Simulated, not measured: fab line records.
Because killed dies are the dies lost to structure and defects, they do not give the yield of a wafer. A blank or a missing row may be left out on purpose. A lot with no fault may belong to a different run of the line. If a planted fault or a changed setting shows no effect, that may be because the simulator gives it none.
fab line records	flow gf180mcu
[record] lots = 14	wafers = 42	last_day = 34
route steps=602 shown M3@415 V3@433 M4@458
lots that met no fault: from a run of the same line without faults
start_h: the number of hours between the record's first day and the start of the first shown wafer of the lot	wait_h: hours since the lot's step before	" unchanged from the row above	L1.1+2: a single row standing in for several wafers	- no value present, or no start provided	* or withheld: withheld	< > ~ a bound
route shown NAME@n: names a module that has steps shown in the file, with the first one's number in the route	usual: the fault-free wafers' mean and standard deviation	same: alike in all rows	chamber/n: place in a boat	sites: each site's reading	_std_site: how widely they spread, as a standard deviation	_edge_site: inner sites' mean taken away from outer sites' mean	radius_mm: how far each site lies from the wafer's centre	mask NAME#n: copy n	behind: tool/chamber where the wafer was last shaped	hold: why the lot was held/for how many hours/how that ended	device: the transistor (n, p or np) that didn't switch	end of line: tests run on the same wafers once the route is complete	a step with no rows: only its recipe	killed: the dies lost at the first sort to structure and to defects; this is not the yield of the wafer	map: per-die view of a wafer (x killed, . not killed, _ where there is no die)
set.NAME: the setting that was run; set.NAME@STEP: the one run at that earlier step	model.NAME: the simulator's own value behind a step, which no gauge read
steps of the route over a sample of lots; a table a step, a row a wafer
services: when a tool's chamber went out of use (start_h, in hours from the record's first day, below 0 if earlier), for how many hours, and the reason
[[steps]]
[step GF_M3_THK_MEAS_06]
[recipe] thk_meas_gauge = xrf	reads = AlCu_of_M3_SPUTTER_02
[usual] M3_ALCU_THK = 442/3.9
lot.wafer	tool	chamber	start_h	wait_h	M3_ALCU_THK[nm]
L295.1	film_metro-02	-	462.44	0.1	442
L295.4	"	-	"	"	446
L295.6	"	-	"	"	444
L296.1	film_metro-02	-	480.25	0.1	449
L296.3	"	-	"	"	448
L296.5	"	-	"	"	450
L297.1	film_metro-02	-	484.25	0.1	444
L297.4	"	-	"	"	445
L297.6	"	-	"	"	448
L303.3	film_metro-04	-	537.17	0.1	443
L303.4	"	-	"	"	439
L303.5	"	-	"	"	441
L304.1	film_metro-02	-	540.07	0.1	446
L304.4	"	-	"	"	441
L304.6	"	-	"	"	444
L307.1	film_metro-04	-	564.32	0.1	443
L307.4	"	-	"	"	445
L307.6	"	-	"	"	442
L308.1	film_metro-02	-	579.07	0.1	444
L308.5	"	-	"	"	443
L308.6	"	-	"	"	439
L311.3	film_metro-04	-	606.54	0.1	446
L311.5	"	-	"	"	444
L311.6	"	-	"	"	449
L312.2	film_metro-02	-	608.53	0.1	441
L312.4	"	-	"	"	433
L312.5	"	-	"	"	436
L313.1	film_metro-02	-	622.62	0.1	442
L313.2	"	-	"	"	444
L313.3	"	-	"	"	443
L315.1	film_metro-02	-	629.88	0.1	435
L315.2	"	-	"	"	437
L315.3	"	-	"	"	441
L314.1	film_metro-04	-	630.39	0.1	441
L314.2	"	-	"	"	442
L314.6	"	-	"	"	439
L317.1	film_metro-04	-	647.33	0.1	449
L317.2	"	-	"	"	446
L317.3	"	-	"	"	449
L318.1	film_metro-02	-	651.32	0.1	442
L318.3	"	-	"	"	439
L318.4	"	-	"	"	440
[step GF_V3_CMP_04]
[recipe] material = SiO2	down_force_psi = 4	platen_rpm = 60	pad_velocity_m_s = 0.94248
[usual] head_pressure_psi = 4.000/0.0093	motor_current_A = 12.0/1.1	slurry_flow_ml_min = 150.0/0.45	time_to_endpoint_s = 81/4.4
lot.wafer	tool	chamber	start_h	wait_h	head_pressure_psi	motor_current_A	slurry_flow_ml_min	time_to_endpoint_s
L295.1	cmp-01	2	487.75	0.1	4.003	12.5	149.5	78
L295.4	"	1	"	"	4.011	11.5	150.1	87
L295.6	"	2	"	"	3.986	12.9	149.7	80
L296.3	cmp-02	2	504.58	0.0	3.985	10.2	150.2	78
L296.1	"	1	"	"	4.002	12.0	150.0	84
L296.5	"	3	"	"	3.993	14.0	149.2	87
L297.1	cmp-01	0	509.14	0.3	4.005	10.8	149.6	77
L297.4	"	1	"	"	3.985	11.9	149.9	88
L297.6	"	0	"	"	3.998	10.8	150.2	83
L303.4	cmp-02	3	560.47	0.0	4.009	14.0	150.1	84
L303.3	"	2	"	"	4.014	9.7	150.4	82
L303.5	"	0	"	"	3.991	12.6	149.9	88
L304.4	cmp-01	2	563.53	0.1	3.985	12.5	150.3	89
L304.1	"	3	"	"	3.999	10.9	150.6	87
L304.6	"	1	"	"	4.002	11.3	149.9	84
L307.1	cmp-02	1	586.94	0.4	4.004	11.8	151.1	75
L307.4	"	2	"	"	4.010	10.8	150.2	86
L307.6	"	3	"	"	4.004	12.9	150.7	85
L308.1	cmp-01	2	601.08	0.2	4.011	12.8	149.3	79
L308.6	"	1	"	"	4.002	11.6	149.8	88
L308.5	"	2	"	"	3.984	12.2	149.8	85
L311.3	cmp-02	2	628.25	0.0	4.008	10.2	150.3	80
L311.6	"	2	"	"	3.999	10.4	149.8	83
L311.5	"	3	"	"	4.010	14.0	149.9	81
L312.2	cmp-01	0	630.07	0.2	4.000	10.6	150.4	81
L312.4	"	1	"	"	3.999	11.7	149.7	85
L312.5	"	3	"	"	4.010	10.7	150.1	90
L313.3	cmp-01	1	643.62	0.0	4.018	11.2	150.5	77
L313.2	"	3	"	"	3.995	10.9	149.6	76
L313.1	"	0	"	"	3.991	10.8	151.1	82
L315.3	cmp-01	1	650.98	0.1	3.998	12.1	150.0	80
L315.2	"	3	"	"	4.006	10.4	149.1	82
L315.1	"	0	"	"	3.995	11.4	149.5	80
L314.1	cmp-01	0	651.77	0.2	4.016	11.4	149.7	72
L314.2	"	3	"	"	4.006	10.8	149.6	82
L314.6	"	0	"	"	4.001	11.3	149.6	82
L317.2	cmp-02	1	666.29	0.0	3.999	12.1	150.7	77
L317.1	"	2	"	"	4.006	10.7	149.1	75
L317.3	"	3	"	"	4.024	13.4	149.9	75
L318.1	cmp-02	1	671.60	0.3	4.008	12.5	150.6	78
L318.3	"	2	"	"	3.993	10.9	150.7	76
L318.4	"	3	"	"	3.988	13.5	149.7	77
[step GF_V3_OVL_MEAS_15]
[usual] V3_OVL = 0/4.6
lot.wafer	tool	chamber	start_h	wait_h	V3_OVL[nm]
L295.1	overlay-02	-	511.59	0.1	-3
L295.4	"	-	"	"	-3
L295.6	"	-	"	"	-5
L296.1	overlay-02	-	528.05	0.1	1
L296.3	"	-	"	"	-2
L296.5	"	-	"	"	-2
L297.1	overlay-02	-	532.75	0.1	-1
L297.4	"	-	"	"	2
L297.6	"	-	"	"	6
L303.3	overlay-01	-	582.35	0.1	9
L303.4	"	-	"	"	-3
L303.5	"	-	"	"	5
L304.1	overlay-02	-	585.29	0.1	4
L304.4	"	-	"	"	8
L304.6	"	-	"	"	3
L307.1	overlay-02	-	609.09	0.1	-3
L307.4	"	-	"	"	-7
L307.6	"	-	"	"	-4
L308.1	overlay-01	-	622.14	0.1	-4
L308.5	"	-	"	"	0
L308.6	"	-	"	"	-5
L311.3	overlay-01	-	648.65	0.1	0
L311.5	"	-	"	"	0
L311.6	"	-	"	"	1
L312.2	overlay-01	-	650.46	0.1	2
L312.4	"	-	"	"	1
L312.5	"	-	"	"	15
L313.1	overlay-02	-	663.50	0.1	2
L313.2	"	-	"	"	2
L313.3	"	-	"	"	1
L315.1	overlay-02	-	671.24	0.1	3
L315.2	"	-	"	"	6
L315.3	"	-	"	"	-1
L314.1	overlay-02	-	671.36	0.1	-2
L314.2	"	-	"	"	-2
L314.6	"	-	"	"	0
L317.1	overlay-01	-	685.54	0.1	-4
L317.2	"	-	"	"	2
L317.3	"	-	"	"	0
L318.1	overlay-02	-	690.19	0.1	1
L318.3	"	-	"	"	1
L318.4	"	-	"	"	4
[step GF_M4_SPUTTER_02]
[recipe] material = AlCu	target_thk_nm = 450	power_w = 10600	time_s = 23.9	chamber_pressure_pa = 0.4
[usual] cathode_dc_power_W = 10600/2.2	chamber_pressure_pa = 0.4000/0.00069	throttle_valve_pct = 30.2/0.71
lot.wafer	tool	chamber	start_h	wait_h	cathode_dc_power_W	chamber_pressure_pa	throttle_valve_pct
L295.1	pvd_sputter-01	-	513.20	0.0	10600	0.3992	30.4
L295.4	"	-	"	"	10599	0.4007	32.0
L295.6	"	-	"	"	10602	0.3996	30.3
L296.1	pvd_sputter-04	-	529.68	0.0	10594	0.3997	30.1
L296.3	"	-	"	"	10604	0.3990	29.6
L296.5	"	-	"	"	10602	0.4005	30.7
L297.1	pvd_sputter-02	-	534.28	0.0	10601	0.4006	29.6
L297.4	"	-	"	"	10604	0.4000	31.7
L297.6	"	-	"	"	10598	0.4001	29.6
L303.3	pvd_sputter-02	-	583.86	0.0	-	-	-
L303.4	"	-	"	"	-	-	-
L303.5	"	-	"	"	-	-	-
L304.1	pvd_sputter-02	-	586.97	0.0	-	-	-
L304.4	"	-	"	"	-	-	-
L304.6	"	-	"	"	-	-	-
L307.1	pvd_sputter-04	-	610.61	0.0	10595	0.4006	30.7
L307.4	"	-	"	"	10601	0.3997	30.3
L307.6	"	-	"	"	10600	0.3997	30.5
L308.1	pvd_sputter-02	-	623.67	0.0	10600	0.4002	29.3
L308.5	"	-	"	"	10599	0.4007	31.4
L308.6	"	-	"	"	10600	0.4013	30.2
L311.3	pvd_sputter-02	-	650.16	0.0	10601	0.4000	31.5
L311.5	"	-	"	"	10602	0.4015	29.9
L311.6	"	-	"	"	10601	0.4004	30.0
L312.2	pvd_sputter-02	-	652.08	0.0	10600	0.4008	30.2
L312.4	"	-	"	"	10599	0.4008	28.8
L312.5	"	-	"	"	10601	0.3991	30.1
L313.1	pvd_sputter-01	-	665.03	0.0	10603	0.3993	30.2
L313.2	"	-	"	"	10601	0.4006	30.6
L313.3	"	-	"	"	10600	0.3990	32.2
L315.1	pvd_sputter-04	-	672.76	0.0	10600	0.3988	30.6
L315.2	"	-	"	"	10599	0.4004	30.3
L315.3	"	-	"	"	10599	0.4013	29.8
L314.1	pvd_sputter-02	-	673.06	0.0	10602	0.3995	29.3
L314.2	"	-	"	"	10602	0.4004	29.8
L314.6	"	-	"	"	10598	0.4005	31.2
L317.1	pvd_sputter-02	-	687.07	0.0	10599	0.3980	30.4
L317.2	"	-	"	"	10602	0.3997	29.3
L317.3	"	-	"	"	10601	0.4002	31.5
L318.1	pvd_sputter-04	-	691.75	0.0	10602	0.3998	30.2
L318.3	"	-	"	"	10599	0.3997	30.4
L318.4	"	-	"	"	10599	0.3989	30.5
[step GF_M4_RS_MEAS_05]
[recipe] thk_meas_gauge = four-point-probe	reads = TiN_of_M4_SPUTTER_04+Ti_of_M4_SPUTTER_03+AlCu_of_M4_SPUTTER_02+TiN_of_M4_SPUTTER_01+Ti_of_M4_SPUTTER_00
[usual] M4_ALCU_RS = 0.0697/0.00066
lot.wafer	tool	chamber	start_h	wait_h	M4_ALCU_RS[ohm/sq]
L295.1	film_metro-02	-	513.29	0.0	0.0702
L295.4	"	-	"	"	0.0701
L295.6	"	-	"	"	0.0708
L296.1	film_metro-02	-	529.77	0.0	0.0700
L296.3	"	-	"	"	0.0694
L296.5	"	-	"	"	0.0693
L297.1	film_metro-02	-	534.40	0.1	0.0695
L297.4	"	-	"	"	0.0694
L297.6	"	-	"	"	0.0691
L303.3	film_metro-03	-	583.99	0.1	6.9834
L303.4	"	-	"	"	6.9958
L303.5	"	-	"	"	6.9761
L304.1	film_metro-03	-	587.06	0.0	6.9841
L304.4	"	-	"	"	6.9934
L304.6	"	-	"	"	7.0395
L307.1	film_metro-03	-	610.70	0.0	0.0700
L307.4	"	-	"	"	0.0691
L307.6	"	-	"	"	0.0693
L308.1	film_metro-02	-	623.76	0.0	0.0685
L308.5	"	-	"	"	0.0695
L308.6	"	-	"	"	0.0693
L311.3	film_metro-02	-	650.29	0.1	0.0699
L311.5	"	-	"	"	0.0691
L311.6	"	-	"	"	0.0702
L312.2	film_metro-02	-	652.19	0.0	0.0707
L312.4	"	-	"	"	0.0707
L312.5	"	-	"	"	0.0699
L313.1	film_metro-02	-	665.12	0.0	0.0692
L313.2	"	-	"	"	0.0697
L313.3	"	-	"	"	0.0691
L315.1	film_metro-01	-	672.85	0.0	0.0701
L315.2	"	-	"	"	0.0696
L315.3	"	-	"	"	0.0697
L314.1	film_metro-01	-	673.15	0.0	0.0694
L314.2	"	-	"	"	0.0688
L314.6	"	-	"	"	0.0696
L317.1	film_metro-02	-	687.16	0.0	0.0697
L317.2	"	-	"	"	0.0703
L317.3	"	-	"	"	0.0694
L318.1	film_metro-01	-	691.84	0.0	0.0709
L318.3	"	-	"	"	0.0712
L318.4	"	-	"	"	0.0712
[step GF_M4_THK_MEAS_06]
[recipe] thk_meas_gauge = xrf	reads = AlCu_of_M4_SPUTTER_02
[usual] M4_ALCU_THK = 440/4.2
lot.wafer	tool	chamber	start_h	wait_h	M4_ALCU_THK[nm]
L295.1	film_metro-02	-	513.41	0.1	437
L295.4	"	-	"	"	437
L295.6	"	-	"	"	434
L296.1	film_metro-02	-	529.89	0.1	436
L296.3	"	-	"	"	439
L296.5	"	-	"	"	440
L297.1	film_metro-02	-	534.52	0.1	439
L297.4	"	-	"	"	439
L297.6	"	-	"	"	439
L303.3	film_metro-03	-	584.09	0.1	<0
L303.4	"	-	"	"	<0
L303.5	"	-	"	"	<0
L304.1	film_metro-03	-	587.18	0.1	<0
L304.4	"	-	"	"	<0
L304.6	"	-	"	"	<0
L307.1	film_metro-03	-	610.82	0.1	434
L307.4	"	-	"	"	441
L307.6	"	-	"	"	439
L308.1	film_metro-02	-	623.88	0.1	447
L308.5	"	-	"	"	441
L308.6	"	-	"	"	441
L311.3	film_metro-02	-	650.39	0.1	439
L311.5	"	-	"	"	444
L311.6	"	-	"	"	438
L312.2	film_metro-02	-	652.30	0.1	435
L312.4	"	-	"	"	435
L312.5	"	-	"	"	439
L313.1	film_metro-02	-	665.24	0.1	445
L313.2	"	-	"	"	445
L313.3	"	-	"	"	446
L315.1	film_metro-01	-	672.97	0.1	437
L315.2	"	-	"	"	440
L315.3	"	-	"	"	440
L314.1	film_metro-01	-	673.27	0.1	442
L314.2	"	-	"	"	447
L314.6	"	-	"	"	440
L317.1	film_metro-02	-	687.28	0.1	438
L317.2	"	-	"	"	435
L317.3	"	-	"	"	440
L318.1	film_metro-01	-	691.96	0.1	433
L318.3	"	-	"	"	433
L318.4	"	-	"	"	431
[[services]]
tool	chamber	start_h	hours	kind
pvd_sputter-02	-	499.30	2.0	repair
pvd_sputter-04	-	500.69	0.9	repair
cmp-01	-	502.14	0.9	repair
cmp-01	-	520.97	0.2	repair
pvd_sputter-01	-	536.18	1.1	repair
pvd_sputter-01	-	543.70	4.9	repair
cmp-01	-	553.92	4.2	pm
pvd_sputter-04	1	554.85	-	consumable_replace:kit
pvd_sputter-04	1	554.85	18.0	scheduled_down
pvd_sputter-04	1	554.85	18.0	vent_cycle
cmp-01	-	572.00	4.0	pm
cmp-01	-	576.00	-	consumable_replace:conditioner
cmp-01	-	576.00	-	consumable_replace:pad
pvd_sputter-01	-	581.14	27.6	repair
cmp-01	-	585.98	2.4	repair
cmp-02	-	638.21	11.7	pm
pvd_sputter-01	-	644.27	8.1	repair
pvd_sputter-04	0	658.21	-	consumable_replace:kit
pvd_sputter-04	-	678.48	3.4	repair
cmp-02	-	678.92	0.3	repair
pvd_sputter-02	0	680.24	-	consumable_replace:kit
pvd_sputter-02	0	680.24	18.0	scheduled_down
pvd_sputter-02	0	680.24	18.0	vent_cycle
pvd_sputter-02	-	689.42	6.8	repair
[[key]]
[first_sign] step = GF_M4_SPUTTER_02	reading = tool_record	direction = missing
[effect] step = GF_M4_RS_MEAS_05	reading = M4_ALCU_RS	direction = up	sigmas = 99+	usual = 0.0697	struck = 6.9954
[effect] step = GF_M4_THK_MEAS_06	reading = M4_ALCU_THK	direction = down	sigmas = 99+	usual = 440	struck = <0
met_at GF_M4_SPUTTER_02
struck_lots L303,L304
later_rows_left_out L303.3,L303.4,L303.5,L304.1,L304.4,L304.6
sort_left_out L303.3,L303.4,L303.5,L304.1,L304.4,L304.6
not_acting_at GF_M3_THK_MEAS_06,GF_V3_CMP_04,GF_V3_OVL_MEAS_15
onset_between 534.28 583.86
[fault] kind = skipped_step_whole	tool = pvd_sputter-02	chamber = -	onset_h = 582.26	steps = GF_M4_SPUTTER_02	scope = struck_lots_only
// sort_left_out: the simulated sort isn't trusted on such a fault, so these wafers' sort isn't shown, and their yield isn't known
// later_rows_left_out: the simulator's readings of these wafers behind a module that went badly wrong aren't trusted and aren't shown, but for the sort
